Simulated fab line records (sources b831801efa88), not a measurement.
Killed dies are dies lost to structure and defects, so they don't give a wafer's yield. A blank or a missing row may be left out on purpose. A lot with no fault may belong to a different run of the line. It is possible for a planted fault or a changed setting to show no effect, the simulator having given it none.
Which tool is to blame? | flow sky130 | Sampling: 12 lots, 36 wafers, 5 of 708 route steps

== WHAT THE GAUGES SHOWED, per wafer ==
SKY_FIELD_ISO_THK_MEAS_02. Usual: for FIELD_ISO_OXIDATION_00_THK the level is 11.97 nm and the standard deviation is 0.25.
lot  | measured    | on            | FIELD_ISO_OXIDATION_00_THK (nm) | flag
L312 | day 1 23:51 | film metro-01 | 11.96 12.04 12.11               |
L315 | day 2 14:21 | film metro-03 | 11.95 11.64 12.01               |
L317 | day 2 23:32 | film metro-04 | 12.00 11.93 12.00               |
L318 | day 3 03:55 | film metro-04 | 12.09 11.98 12.10               |
L319 | day 3 08:38 | film metro-01 | 11.76 11.87 11.82               |
L323 | day 4 04:38 | film metro-03 | 11.48 11.56 11.68               |
L324 | day 4 10:19 | film metro-01 | 11.70 11.61 11.75               |
L327 | day 5 00:41 | film metro-03 | 12.12 12.18 12.15               |
L328 | day 5 05:38 | film metro-01 | 11.66 11.57 11.64               |
L330 | day 5 17:17 | film metro-04 | 12.06 11.82 11.94               |
L331 | day 5 21:38 | film metro-04 | 12.13 12.14 12.06               |
L333 | day 6 07:02 | film metro-04 | 11.67 11.78 11.52               |

SKY_SONOS_ONO_THK_MEAS_01. Usual: for SONOS_ONO_OXIDATION_THK the level is 2.61 nm and the standard deviation is 0.052.
lot  | measured     | on            | SONOS_ONO_OXIDATION_THK (nm) | flag
L312 | day 12 05:07 | film metro-01 | 2.54 2.55 2.57               |
L315 | day 12 19:13 | film metro-04 | 2.62 2.52 2.55               |
L317 | day 13 22:35 | film metro-04 | 2.86 2.86 2.86               | OFF
L318 | day 13 23:58 | film metro-04 | 2.89 2.95 2.89               | OFF
L319 | day 13 23:58 | film metro-03 | 2.93 2.92 2.84               | OFF
L323 | day 15 22:53 | film metro-03 | 2.57 2.58 2.57               |
L324 | day 16 00:23 | film metro-04 | 2.61 2.60 2.55               |
L327 | day 16 15:58 | film metro-03 | 2.64 2.60 2.56               |
L328 | day 16 15:58 | film metro-01 | 2.58 2.67 2.63               |
L330 | day 17 06:48 | film metro-01 | 2.62 2.62 2.68               |
L331 | day 17 19:51 | film metro-01 | 2.57 2.58 2.58               |
L333 | day 18 12:04 | film metro-01 | 2.68 2.64 2.73               |

SKY_GATE_OXIDE_OVL_MEAS_10. Usual: for GATE_OXIDE_OVL the level is -0.1 nm and the standard deviation is 1.5.
lot  | measured     | on         | GATE_OXIDE_OVL (nm) | flag
L312 | day 14 01:20 | overlay-01 | -0.1 0.3 -0.7       |
L315 | day 14 21:44 | overlay-01 | 3.4 1.1 1.6         |
L317 | day 16 07:01 | overlay-02 | -0.6 2.0 1.0        |
L318 | day 16 10:38 | overlay-01 | 2.4 3.8 0.3         |
L319 | day 16 11:16 | overlay-02 | -0.2 -0.6 -2.1      |
L323 | day 18 13:59 | overlay-02 | -0.2 -0.9 -0.6      |
L324 | day 18 17:02 | overlay-02 | 0.7 0.4 -1.7        |
L327 | day 19 08:17 | overlay-02 | -3.7 -3.3 -2.5      |
L328 | day 19 08:47 | overlay-01 | 0.0 -0.6 -0.3       |
L330 | day 19 23:16 | overlay-02 | -0.5 1.3 0.8        |
L331 | day 20 16:31 | overlay-01 | 0.7 0.5 2.2         |
L333 | day 21 10:23 | overlay-01 | 0.8 -0.2 -2.0       |

SKY_LOCAL_INTERCONNECT_THK_MEAS_02: measures by xrf. Usual: for LOCAL_INTERCONNECT_TIN_THK the level is 97.2 nm and the standard deviation is 1.4.
lot  | measured     | on            | LOCAL_INTERCONNECT_TIN_THK (nm) | flag
L312 | day 29 13:50 | film metro-02 | 96.1 94.2 95.6                  |
L315 | day 30 10:42 | film metro-03 | 99.7 97.6 98.5                  |
L317 | day 31 17:47 | film metro-03 | 99.1 98.8 98.9                  |
L318 | day 32 01:09 | film metro-02 | 94.6 96.8 95.4                  |
L319 | day 32 01:29 | film metro-03 | 97.2 100.1 99.5                 |
L323 | day 33 21:35 | film metro-02 | 96.3 96.5 94.5                  |
L324 | day 34 01:50 | film metro-01 | 98.5 99.4 98.8                  |
L327 | day 34 19:05 | film metro-01 | 98.4 95.8 98.3                  |
L328 | day 34 15:05 | film metro-03 | 98.2 98.0 99.0                  |
L330 | day 35 06:23 | film metro-02 | 96.1 97.1 95.7                  |
L331 | day 35 16:46 | film metro-01 | 97.2 99.1 97.9                  |
L333 | day 36 07:47 | film metro-01 | 97.2 97.1 96.1                  |

== WHAT TOOL EACH LOT RAN ON (gives the tool, then ch and the chambers of the sampled wafers, and finally the start) ==
lot  | SKY_SONOS_ONO_OXIDATION_00
L312 | furnace-02 ch 0, day 12 03:44
L315 | furnace-02 ch 0, day 12 17:52
L317 | furnace-01 ch 0, day 13 21:14
L318 | furnace-01 ch 0, day 13 22:35
L319 | furnace-01 ch 0, day 13 22:35
L323 | furnace-02 ch 0, day 15 21:31
L324 | furnace-02 ch 0, day 15 23:01
L327 | furnace-02 ch 0, day 16 14:37
L328 | furnace-02 ch 0, day 16 14:37
L330 | furnace-02 ch 0, day 17 05:28
L331 | furnace-01 ch 0, day 17 18:30
L333 | furnace-02 ch 0, day 18 10:43
- SKY_SONOS_ONO_OXIDATION_00: stabilise 600 s, purge 300 s, target thk 2.6 nm.

== WHAT THE TOOLS THEMSELVES READ (means of the sampled wafers that have a number; where no wafer has one, the mark that the record gives instead) ==
SKY_SONOS_ONO_OXIDATION_00. Usual: for spike tc centre C, 800.7 C with a standard deviation of 1.1; for spike tc lower C, 801.0 C with a standard deviation of 1.1; for spike tc top C, 810.6 C with a standard deviation of 1.1; for spike tc upper C, 800.4 C with a standard deviation of 1.2; for tube center temp C, 800 C with a standard deviation of 0.078; for tube_center_temp_C_max, 802.0 with a standard deviation of 0.35; for zone power upper pct, 15.2 % with a standard deviation of 1.7.
lot  | tool       | spike tc centre C (C) | spike tc lower C (C) | spike tc top C (C) | spike tc upper C (C) | tube center temp C (C) | tube_center_temp_C_max | zone power upper pct (%) | flag
L312 | furnace-02 | 801.6                 | 802.6                | 809.9              | 799.6                | 800                    | 802.1                  | 16.5                     |
L315 | furnace-02 | 801.4                 | 801.3                | 811.2              | 799.7                | 800                    | 801.8                  | 16.5                     |
L317 | furnace-01 | 805.4                 | 806.5                | 816.5              | 806.4                | 806                    | 807.9                  | 13.0                     | OFF
L318 | furnace-01 | 806.8                 | 805.3                | 814.9              | 805.3                | 806                    | 807.8                  | 13.0                     | OFF
L319 | furnace-01 | 805.1                 | 806.4                | 815.5              | 807.2                | 806                    | 807.6                  | 13.0                     | OFF
L323 | furnace-02 | 801.6                 | 801.4                | 812.0              | 801.2                | 800                    | 801.9                  | 16.4                     |
L324 | furnace-02 | 801.1                 | 800.6                | 810.4              | 800.2                | 800                    | 802.2                  | 16.4                     |
L327 | furnace-02 | 800.7                 | 800.6                | 810.8              | 800.9                | 800                    | 802.3                  | 16.4                     |
L328 | furnace-02 | 800.3                 | 801.7                | 810.1              | 800.3                | 800                    | 802.5                  | 16.4                     |
L330 | furnace-02 | 801.3                 | 801.5                | 809.4              | 801.3                | 800                    | 802.4                  | 16.4                     |
L331 | furnace-01 | 799.5                 | 800.6                | 811.0              | 800.2                | 800                    | 801.9                  | 12.8                     |
L333 | furnace-02 | 800.8                 | 801.6                | 810.8              | 799.5                | 800                    | 801.9                  | 16.4                     |

== THE ANSWER, worked out from the rows above alone ==
Rule: lot off if the mean of its wafers having a number is beyond 3 standard deviations from the usual mean. A lot without any number at a reading at which 4 lots or more have one is off too. All remaining lots with rows at the step are treated as sound. Order of review: gauges by route order, followed by the tools' own readings, for which a lot's mean as printed above is used. The first step at which some lot is off is used, and at that step the reading that is off furthest; a lot without a number counts as furthest.
Off: L317, L318, L319, at SKY_SONOS_ONO_THK_MEAS_01 (SONOS_ONO_OXIDATION_THK).
A tool fits if, at a process step before that reading, it ran every lot that is off, and no sound lot after the first of them. The gauges at SKY_SONOS_ONO_THK_MEAS_01 aren't tried: what is off there is off at SKY_SONOS_ONO_OXIDATION_00 too, on other tools, and a gauge's error can't cause that. Not one of the candidates tried fits.

== WHAT WAS PUT IN BY THE SIMULATOR ==
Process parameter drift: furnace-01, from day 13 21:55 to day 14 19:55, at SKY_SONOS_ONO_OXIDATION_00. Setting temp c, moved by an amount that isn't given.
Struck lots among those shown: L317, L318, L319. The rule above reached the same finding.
